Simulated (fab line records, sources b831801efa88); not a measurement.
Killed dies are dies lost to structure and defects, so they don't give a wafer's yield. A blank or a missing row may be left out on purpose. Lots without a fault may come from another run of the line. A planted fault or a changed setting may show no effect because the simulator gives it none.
Chamber matching | flow gf180mcu | GF_V2_CMP_04 on cmp-02: 4 sister chambers
The step polishes SiO2. 16 wafers are shown with their chamber, then 8 later ones without.

WAFERS WITH THEIR CHAMBER
wafer  | chamber | motor_current_A (A) | time_to_endpoint_s (s) | edge_zone_pressure_frac
L478.2 | 1       | 12.0                | 79                     | 0.991
L478.3 | 0       | 12.2                | 86                     | 1.006
L478.5 | 2       | 9.5                 | 81                     | 1.000
L484.1 | 3       | 14.3                | 96                     | 1.000
L484.2 | 0       | 14.0                | 77                     | 0.996
L484.6 | 1       | 11.9                | 86                     | 1.004
L492.1 | 0       | 12.5                | 73                     | 0.992
L492.4 | 1       | 13.3                | 82                     | 0.991
L492.6 | 0       | 13.4                | 85                     | 0.999
L493.1 | 3       | 14.7                | 79                     | 1.005
L493.4 | 2       | 9.2                 | 77                     | 1.000
L493.6 | 1       | 12.2                | 87                     | 0.999
L494.1 | 1       | 12.0                | 66                     | 0.994
L494.4 | 2       | 9.4                 | 74                     | 0.994
L494.5 | 0       | 13.1                | 78                     | 0.999
L495.3 | 1       | 12.8                | 65                     | 0.998

SIGNATURES (means of the wafers above)
reading                 | chamber 0 | chamber 1 | chamber 2 | chamber 3 | scatter within a chamber
motor_current_A         | 13.040    | 12.367    | 9.367     | 14.500    | 0.559
time_to_endpoint_s      | 79.80     | 77.50     | 77.33     | 87.50     | 7.99
edge_zone_pressure_frac | 0.99840   | 0.99617   | 0.99800   | 1.00250   | 0.00477
Rule: a wafer's distance from a chamber is the root of the sum, over the readings, of the square of ((its reading less the chamber's mean) divided by the reading's scatter). The wafer belongs to the nearest chamber; if the next one is less than 2 further off, it can't be placed. The scatter: the root of (the sum of the squares of (reading less its chamber's mean) over the shown wafers, divided by (wafers less chambers)).

WAFERS WITHOUT THEIR CHAMBER
wafer  | motor_current_A (A) | time_to_endpoint_s (s) | edge_zone_pressure_frac
L495.4 | 13.1                | 69                     | 0.991
L495.5 | 9.4                 | 77                     | 0.998
L496.2 | 14.7                | 78                     | 0.999
L496.4 | 13.0                | 82                     | 0.999
L496.5 | 10.1                | 77                     | 1.000
L498.2 | 13.3                | 73                     | 1.006
L498.4 | 9.3                 | 84                     | 1.002
L498.6 | 12.1                | 77                     | 1.006

WHICH CHAMBER EACH WENT THROUGH
wafer  | from the rows above          | in truth
L495.4 | can't be placed: 1 or 0      | 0
L495.5 | 2                            | 2
L496.2 | can't be placed: 3 or 0      | 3
L496.4 | can't be placed: 0 or 1      | 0
L496.5 | 2                            | 2
L498.2 | can't be placed: 0 or 1 or 3 | 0
L498.4 | 2                            | 2
L498.6 | can't be placed: 1 or 0      | 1
Placed correctly: 3 of 8. Can't be placed from these rows: 5 (the true chamber is among the candidates in 5). Placed wrongly: 0.
